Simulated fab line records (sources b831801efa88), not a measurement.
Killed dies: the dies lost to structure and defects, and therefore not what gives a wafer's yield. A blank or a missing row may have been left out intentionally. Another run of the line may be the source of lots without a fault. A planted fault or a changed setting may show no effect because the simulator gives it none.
fab line records	flow sfqLine
record lots=14	wafers=42	lastDay=78
route steps=325 shown M0@38 I0@45 M1@68 I1@74
lots that met no fault: from a run of the same line without faults
startH: start of the lot's first displayed wafer, in hours after the record's first day	waitH: how many hours have passed since the lot's step before this one	" the same as in the row above	L1.1+2: several wafers, shown together as one row	- no value, or no start given	* or withheld: withheld	< > ~ a bound
route shown NAME@n: names a module that has steps shown in the file, with the first one's number in the route	usual: average and standard deviation across the fault-free wafers	same: alike in all rows	chamber/n: place in a boat	sites: per-site readings	_std_site: their standard deviation	_edge_site: mean of outer sites minus mean of inner sites	radiusMm: for every site, how far away it sits from the centre of the wafer	mask NAME#n: copy n	behind: the tool/chamber that last shaped the wafer	hold: cause of the lot's hold/its duration in hours/its outcome	device: which transistor (n, p or np) failed to switch	end of line: the same wafers' tests at the end of the route	step lacking rows: just its recipe	killed: the dies lost at the first sort to structure and to defects; this is not the yield of the wafer	map: dies across one wafer; x = killed, . = not, _ = none there
set.NAME: the setting as run; set.NAME@STEP: as run at that earlier step	model.NAME: the simulator's own value behind a step, which no gauge read
route steps across a sampled set of lots; one table per step, one row per wafer
services: the hour from which a tool's chamber was out of use, counted from the record's first day as startH (under 0 if before that day), plus the number of hours and why
## steps
# step SFQ_M0_OVL_MEAS_906
# usual M0_OVL=2/6.7
lot.wafer	tool	chamber	startH	waitH	M0_OVL[nm]
L183.1	overlay-01	-	176.98	0.1	9
L183.2	"	-	"	"	-1
L183.6	"	-	"	"	1
L184.2	overlay-01	-	179.39	0.1	20
L184.3	"	-	"	"	16
L184.6	"	-	"	"	19
L185.2	overlay-01	-	192.48	0.1	0
L185.3	"	-	"	"	3
L185.6	"	-	"	"	-4
L186.1	overlay-02	-	194.87	0.1	2
L186.2	"	-	"	"	11
L186.3	"	-	"	"	-1
L192.1	overlay-02	-	231.87	0.1	4
L192.2	"	-	"	"	-4
L192.6	"	-	"	"	0
L193.3	overlay-01	-	242.69	0.1	9
L193.4	"	-	"	"	6
L193.6	"	-	"	"	4
L194.1	overlay-02	-	248.67	0.1	-3
L194.3	"	-	"	"	-6
L194.5	"	-	"	"	2
L200.1	overlay-02	-	287.82	0.1	3
L200.3	"	-	"	"	4
L200.4	"	-	"	"	5
L201.1	overlay-02	-	296.22	0.1	-3
L201.2	"	-	"	"	-2
L201.4	"	-	"	"	-7
L202.2	overlay-01	-	302.23	0.1	5
L202.4	"	-	"	"	6
L202.6	"	-	"	"	4
L203.1	overlay-01	-	305.82	0.1	7
L203.3	"	-	"	"	2
L203.4	"	-	"	"	-2
L204.1	overlay-01	-	314.22	0.1	0
L204.4	"	-	"	"	8
L204.5	"	-	"	"	1
L205.3	overlay-01	-	317.94	0.1	1
L205.4	"	-	"	"	9
L205.6	"	-	"	"	1
L206.3	overlay-01	-	321.54	0.1	-3
L206.4	"	-	"	"	-4
L206.6	"	-	"	"	-4
# step SFQ_I0_BOW_MEAS_907
# recipe mode=bow
# usual I0_BOW=1/6.7
lot.wafer	tool	chamber	startH	waitH	I0_BOW[um]
L183.1	filmMetro-03	-	184.44	2.5	9
L183.2	"	-	"	"	19
L183.6	"	-	"	"	3
L184.2	filmMetro-04	-	190.46	2.5	7
L184.3	"	-	"	"	1
L184.6	"	-	"	"	-7
L185.2	filmMetro-03	-	203.56	1.0	-5
L185.3	"	-	"	"	-6
L185.6	"	-	"	"	0
L186.1	filmMetro-03	-	206.54	2.0	1
L186.2	"	-	"	"	-7
L186.3	"	-	"	"	3
L192.1	filmMetro-04	-	247.24	1.5	9
L192.2	"	-	"	"	7
L192.6	"	-	"	"	7
L193.3	filmMetro-03	-	256.28	2.0	12
L193.4	"	-	"	"	-7
L193.6	"	-	"	"	-10
L194.1	filmMetro-01	-	261.54	1.5	-2
L194.3	"	-	"	"	0
L194.5	"	-	"	"	5
L200.1	filmMetro-04	-	294.54	1.5	-7
L200.3	"	-	"	"	-5
L200.4	"	-	"	"	-14
L201.1	filmMetro-04	-	300.54	2.0	-15
L201.2	"	-	"	"	9
L201.4	"	-	"	"	-4
L202.2	filmMetro-03	-	307.99	2.0	-5
L202.4	"	-	"	"	8
L202.6	"	-	"	"	-5
L203.1	filmMetro-01	-	315.54	2.0	-5
L203.3	"	-	"	"	12
L203.4	"	-	"	"	-6
L204.1	filmMetro-03	-	319.97	1.0	4
L204.4	"	-	"	"	-1
L204.5	"	-	"	"	3
L205.3	filmMetro-04	-	323.01	2.0	1
L205.4	"	-	"	"	9
L205.6	"	-	"	"	-8
L206.3	filmMetro-04	-	326.01	2.0	8
L206.4	"	-	"	"	-11
L206.6	"	-	"	"	5
# step SFQ_M1_OVL_MEAS_911
# usual M1_OVL=0/5.6
lot.wafer	tool	chamber	startH	waitH	M1_OVL[nm]
L183.1	overlay-01	-	286.68	0.1	-4
L183.2	"	-	"	"	2
L183.6	"	-	"	"	-5
L184.2	overlay-02	-	290.29	0.1	-3
L184.3	"	-	"	"	-3
L184.6	"	-	"	"	-10
L185.2	overlay-02	-	303.49	0.1	0
L185.3	"	-	"	"	2
L185.6	"	-	"	"	-6
L186.1	overlay-01	-	308.28	0.1	-2
L186.2	"	-	"	"	-3
L186.3	"	-	"	"	-1
L192.1	overlay-02	-	374.18	0.1	2
L192.2	"	-	"	"	-4
L192.6	"	-	"	"	0
L193.3	overlay-02	-	379.74	0.1	-4
L193.4	"	-	"	"	-3
L193.6	"	-	"	"	-3
L194.1	overlay-01	-	385.73	0.1	5
L194.3	"	-	"	"	4
L194.5	"	-	"	"	-2
L200.1	overlay-01	-	428.93	0.1	8
L200.3	"	-	"	"	2
L200.4	"	-	"	"	0
L201.1	overlay-01	-	437.33	0.1	2
L201.2	"	-	"	"	5
L201.4	"	-	"	"	6
L202.2	overlay-01	-	446.94	0.1	12
L202.4	"	-	"	"	19
L202.6	"	-	"	"	8
L203.1	overlay-01	-	455.33	0.1	-1
L203.3	"	-	"	"	-3
L203.4	"	-	"	"	-9
L204.1	overlay-02	-	458.93	0.1	4
L204.4	"	-	"	"	-1
L204.5	"	-	"	"	1
L205.3	overlay-02	-	464.94	0.1	11
L205.4	"	-	"	"	0
L205.6	"	-	"	"	4
L206.3	overlay-02	-	476.04	0.1	-3
L206.4	"	-	"	"	-3
L206.6	"	-	"	"	3
# step SFQ_TRILAYER_I1_CMP_CMP_046
# recipe material=SiO2	downForcePsi=3	platenRpm=60	padVelocityMS=0.94248
# usual motorCurrentA=10.5/1	timeToEndpointS=212/9
lot.wafer	tool	chamber	startH	waitH	motorCurrentA	timeToEndpointS
L183.2	cmp-02	1	289.97	2.3	9.7	216
L183.1	"	3	290.97	3.3	11.0	204
L183.6	"	2	292.47	4.7	9.5	222
L184.2	cmp-01	0	295.54	4.2	10.9	226
L184.3	"	1	"	"	12.4	220
L184.6	"	3	297.04	5.7	10.7	223
L185.3	cmp-02	0	307.97	3.5	9.9	207
L185.2	"	3	309.47	5.0	10.9	201
L185.6	"	0	"	"	10.2	212
L186.1	cmp-02	2	313.97	4.0	9.0	212
L186.2	"	0	314.97	5.0	9.4	208
L186.3	"	1	"	"	9.1	205
L192.1	cmp-02	0	376.50	1.3	10.0	220
L192.2	"	2	377.50	2.3	9.8	214
L192.6	"	0	378.50	3.2	10.2	223
L193.4	cmp-02	1	380.80	0.0	9.0	211
L193.3	"	2	"	"	9.9	207
L193.6	"	2	383.30	2.5	9.5	231
L194.3	cmp-01	1	389.10	2.3	12.8	216
L194.1	"	3	390.10	3.3	11.0	216
L194.5	"	0	"	"	11.0	225
L200.4	cmp-01	2	430.60	0.6	10.8	204
L200.3	"	3	"	"	11.1	209
L200.1	"	1	432.10	2.1	12.3	218
L201.2	cmp-01	2	438.40	0.0	11.2	203
L201.1	"	3	"	"	10.9	213
L201.4	"	1	439.90	1.5	12.5	228
L202.2	cmp-02	2	449.20	1.2	9.9	221
L202.4	"	3	"	"	11.3	211
L202.6	"	2	451.20	3.2	9.9	227
L203.1	cmp-02	2	456.40	0.0	9.8	209
L203.3	"	3	"	"	11.0	194
L203.4	"	0	"	"	9.8	214
L204.1	cmp-02	2	460.50	0.5	9.2	204
L204.4	"	0	461.50	1.5	9.5	193
L204.5	"	1	"	"	8.8	202
L205.4	cmp-02	2	467.82	1.8	9.9	222
L205.3	"	3	"	"	10.7	203
L205.6	"	1	469.32	3.3	9.7	221
L206.3	cmp-01	3	478.12	1.0	10.9	200
L206.4	"	0	"	"	10.6	211
L206.6	"	1	"	"	13.0	212
# step SFQ_TRILAYER_I1_METRO_MEASURE_047
# usual thkNm=199.7/1.3
lot.wafer	tool	chamber	startH	waitH	thkNm
L183.1	filmMetro-02	-	293.09	0.1	197.7
L183.2	"	-	"	"	199.5
L183.6	"	-	"	"	201.2
L184.2	filmMetro-04	-	297.86	0.3	201.9
L184.3	"	-	"	"	199.9
L184.6	"	-	"	"	201.0
L185.2	filmMetro-01	-	311.29	0.3	196.8
L185.3	"	-	"	"	199.8
L185.6	"	-	"	"	200.5
L186.1	filmMetro-04	-	317.09	0.1	199.5
L186.2	"	-	"	"	198.9
L186.3	"	-	"	"	199.8
L192.1	filmMetro-01	-	379.12	0.1	185.4
L192.2	"	-	"	"	202.0
L192.6	"	-	"	"	185.9
L193.3	filmMetro-04	-	384.32	0.5	200.9
L193.4	"	-	"	"	200.0
L193.6	"	-	"	"	186.4
L194.1	filmMetro-01	-	391.72	0.1	201.2
L194.3	"	-	"	"	200.9
L194.5	"	-	"	"	202.3
L200.1	filmMetro-04	-	433.72	0.1	202.3
L200.3	"	-	"	"	200.5
L200.4	"	-	"	"	198.8
L201.1	filmMetro-04	-	441.52	0.1	201.2
L201.2	"	-	"	"	198.4
L201.4	"	-	"	"	202.1
L202.2	filmMetro-02	-	452.52	0.3	200.1
L202.4	"	-	"	"	197.5
L202.6	"	-	"	"	201.2
L203.1	filmMetro-04	-	459.52	0.1	200.1
L203.3	"	-	"	"	197.2
L203.4	"	-	"	"	200.4
L204.1	filmMetro-04	-	463.12	0.1	199.0
L204.4	"	-	"	"	198.9
L204.5	"	-	"	"	199.9
L205.3	filmMetro-04	-	470.84	0.5	197.1
L205.4	"	-	"	"	199.6
L205.6	"	-	"	"	198.8
L206.3	filmMetro-02	-	480.64	0.5	199.8
L206.4	"	-	"	"	199.3
L206.6	"	-	"	"	200.4
# step SFQ_TRILAYER_I1_VIA_ETCH_VIA_ETCH_052
# recipe target=SiO2	stopOn=Nb	maskMaterial=PR	taperDeg=20	chemistry=CHF3	targetDepthNm=260	sourceW=500	biasW=80	pressureMtorr=30	timeS=withheld
# usual drypumpMotorCurrentA=6.0/0.52	oesProductAu=0.854/0.0057
lot.wafer	tool	chamber	startH	waitH	drypumpMotorCurrentA	oesProductAu
L183.1	rieDiel-02	3	378.78	0.0	6.8	0.849
L183.2	"	1	"	"	5.5	0.852
L183.6	"	3	"	"	6.8	0.853
L184.2	rieDiel-03	2	382.38	0.0	6.2	0.856
L184.3	"	0	"	"	6.3	0.853
L184.6	"	2	"	"	6.3	0.859
L185.2	rieDiel-03	2	397.78	0.0	6.3	0.841
L185.3	"	1	"	"	6.3	0.860
L185.6	"	2	"	"	6.3	0.851
L186.1	rieDiel-03	2	404.98	0.0	6.2	0.850
L186.2	"	0	"	"	6.3	0.846
L186.3	"	1	"	"	6.3	0.862
L192.1	rieDiel-04	3	469.33	0.0	5.7	0.814
L192.2	"	1	"	"	5.7	0.861
L192.6	"	2	"	"	6.7	0.817
L193.3	rieDiel-03	0	475.33	0.0	6.3	0.850
L193.4	"	2	"	"	6.3	0.855
L193.6	"	3	"	"	4.9	0.823
L194.1	rieDiel-03	1	482.53	0.0	6.3	0.862
L194.3	"	3	"	"	4.9	0.863
L194.5	"	1	"	"	6.4	0.852
L200.1	rieDiel-03	2	528.23	0.0	6.2	0.855
L200.3	"	3	"	"	4.9	0.847
L200.4	"	0	"	"	6.3	0.847
L201.1	rieDiel-02	0	535.59	0.0	5.6	0.861
L201.2	"	2	"	"	5.8	0.859
L201.4	"	1	"	"	5.5	0.862
L202.2	rieDiel-04	1	548.79	0.0	5.7	0.847
L202.4	"	3	"	"	5.8	0.855
L202.6	"	0	"	"	6.2	0.848
L203.1	rieDiel-03	2	558.19	0.0	6.2	0.856
L203.3	"	0	"	"	6.3	0.849
L203.4	"	2	"	"	6.3	0.857
L204.1	rieDiel-02	0	562.99	0.0	5.6	0.843
L204.4	"	2	"	"	5.8	0.870
L204.5	"	3	"	"	6.8	0.857
L205.3	rieDiel-02	2	568.99	0.0	5.7	0.852
L205.4	"	3	"	"	6.8	0.855
L205.6	"	3	"	"	6.8	0.855
L206.3	rieDiel-02	0	576.19	0.0	5.7	0.859
L206.4	"	2	"	"	5.8	0.862
L206.6	"	3	"	"	6.8	0.851
## services
tool	chamber	startH	hours	kind
cmp-01	-	269.24	0.3	repair
cmp-02	-	271.35	6.6	pm
cmp-01	-	305.64	0.8	repair
filmMetro-04	-	313.86	0.6	pm
filmMetro-04	-	320.77	2.0	pm
cmp-01	-	330.94	10.2	pm
cmp-02	-	356.11	1.6	repair
cmp-01	-	392.29	2.0	repair
rieDiel-02	2	401.20	1.6	repair
cmp-02	-	407.80	4.0	pm
cmp-01	-	411.16	1.0	repair
rieDiel-02	0	413.35	8.6	repair
filmMetro-04	-	429.68	0.6	pm
filmMetro-04	-	440.26	0.6	pm
cmp-01	-	441.61	4.2	pm
rieDiel-03	0	447.18	4.3	repair
rieDiel-03	1	451.00	3.9	repair
cmp-01	-	473.27	0.3	repair
rieDiel-03	-	499.54	4.3	pm
rieDiel-02	-	505.15	2.8	pm
filmMetro-04	-	507.41	1.1	pm
cmp-02	-	507.59	0.9	repair
rieDiel-03	0	518.97	8.1	repair
filmMetro-04	-	558.34	0.5	pm
## key
firstSign step=SFQ_TRILAYER_I1_METRO_MEASURE_047	reading=thkNm	direction=down	sigmas=11	usual=199.7	struck=185.9
effect step=SFQ_TRILAYER_I1_VIA_ETCH_VIA_ETCH_052	reading=oesProductAu	direction=down	sigmas=6.3	usual=0.854	struck=0.818
metAt SFQ_TRILAYER_I1_CMP_CMP_046
struckLots L192,L193
struckWafers L192.1,L192.6,L193.6
notActingAt SFQ_M0_OVL_MEAS_906,SFQ_I0_BOW_MEAS_907,SFQ_M1_OVL_MEAS_911
onsetBetween 313.97 376.50
fault kind=processParameterDrift	tool=cmp-02	chamber=-	onsetH=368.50	steps=SFQ_TRILAYER_I1_CMP_CMP_046	channel=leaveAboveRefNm	offset=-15	shape=step	endH=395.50	scope=struckWafersOnly	actsIn=theseRecipesOnly	stated=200
